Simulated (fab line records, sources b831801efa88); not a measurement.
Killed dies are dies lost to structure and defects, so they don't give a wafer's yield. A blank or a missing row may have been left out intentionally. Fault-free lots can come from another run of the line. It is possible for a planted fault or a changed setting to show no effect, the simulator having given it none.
Check for tools in common | flow gf180mcu | 13 lots, 39 wafers sampled

REASON IT WAS OPENED
1 of 13 lots carry a flag on the reading NSD_TW at GF_NSD_TW_MEAS_12. Wafers without a fault read 4231, standard deviation 32.
Rule: a lot is flagged when every wafer of it that has a number lies more than 4 standard deviations from that mean, or none has a number. As for the other lots, they are considered sound.

lot  | measured     | on            | NSD_TW, wafer by wafer | flag
L381 | day 13 10:22 | film metro-03 | 4219 4224 4233         |
L382 | day 13 15:53 | film metro-04 | 4226 4232 4240         |
L383 | day 14 01:23 | film metro-04 | 4267 4289 4261         |
L388 | day 15 14:36 | film metro-04 | 30 30 30               | FLAGGED
L393 | day 17 10:17 | film metro-04 | 4238 4245 4236         |
L394 | day 17 20:46 | film metro-04 | 4248 4225 4227         |
L396 | day 18 22:40 | film metro-03 | 4214 4210 4199         |
L397 | day 19 08:29 | film metro-01 | 4196 4210 4206         |
L398 | day 19 19:03 | film metro-01 | 4206 4205 4181         |
L399 | day 19 19:06 | film metro-04 | 4266 4271 4243         |
L400 | day 19 21:52 | film metro-03 | 4198 4204 4208         |
L402 | day 20 16:57 | film metro-01 | 4184 4173 4170         |
L404 | day 21 08:06 | film metro-01 | 4215 4209 4209         |
On average the flagged lots read 30, which is -4201 against the usual, or -99 or more standard deviations.

WHICH TOOL EACH LOT WENT THROUGH
The record keeps 1 process step preceding the reading, out of 602 steps on the route. Cell contents, in order: the tool; ch with the chambers the sampled wafers went through; the start.
lot  | flag    | GF_NSD_EXPOSE_04
L381 |         | iline stepper-02 ch 0, day 12 23:42
L382 |         | iline stepper-01 ch 0, day 13 05:48
L383 |         | iline stepper-02 ch 0, day 13 15:12
L388 | FLAGGED | iline stepper-01 ch 0, day 15 04:10
L393 |         | iline stepper-02 ch 0, day 16 22:52
L394 |         | iline stepper-02 ch 0, day 17 09:14
L396 |         | iline stepper-01 ch 0, day 18 10:10
L397 |         | iline stepper-02 ch 0, day 18 20:19
L398 |         | iline stepper-02 ch 0, day 19 06:00
L399 |         | iline stepper-02 ch 0, day 19 06:22
L400 |         | iline stepper-02 ch 0, day 19 08:55
L402 |         | iline stepper-02 ch 0, day 20 04:48
L404 |         | iline stepper-02 ch 0, day 20 19:54
What these steps do:
- GF_NSD_EXPOSE_04: exposes mask Nplus, target cd 400 nm.
- GF_NSD_TW_MEAS_12

FLAGGED AGAINST TOTAL, ONE TOOL AT A TIME (gauges that did the reading follow at the end)
step              | tool             | lots run | flagged | share of the flagged lots | sound lots run after its first flagged lot
GF_NSD_EXPOSE_04  | iline stepper-01 | 3        | 1       | all                       | 1 (L396)
GF_NSD_EXPOSE_04  | iline stepper-02 | 10       | 0       | none                      | -
GF_NSD_TW_MEAS_12 | film metro-01    | 4        | 0       | none                      | -
GF_NSD_TW_MEAS_12 | film metro-03    | 3        | 0       | none                      | -
GF_NSD_TW_MEAS_12 | film metro-04    | 6        | 1       | all                       | 3 (L393,L394,L399)

WHAT THE TABLE ALLOWS
Rows of the table that ran all the flagged lots, 2 in number: iline stepper-01 at GF_NSD_EXPOSE_04; film metro-04 at GF_NSD_TW_MEAS_12.
- iline stepper-01 at GF_NSD_EXPOSE_04: 1 of its 3 lots flagged. Sound lots followed the first flagged one (L396) on it, something a lasting fault affecting the whole tool could not allow.
- film metro-04 at GF_NSD_TW_MEAS_12: 1 of its 6 lots flagged. Sound lots followed the first flagged one (L393, L394, L399) on it, something a lasting fault affecting the whole tool could not allow.
Every row of the table either missed a flagged lot or ran a sound lot after the first.

WHAT THE SIMULATOR HAD INSERTED
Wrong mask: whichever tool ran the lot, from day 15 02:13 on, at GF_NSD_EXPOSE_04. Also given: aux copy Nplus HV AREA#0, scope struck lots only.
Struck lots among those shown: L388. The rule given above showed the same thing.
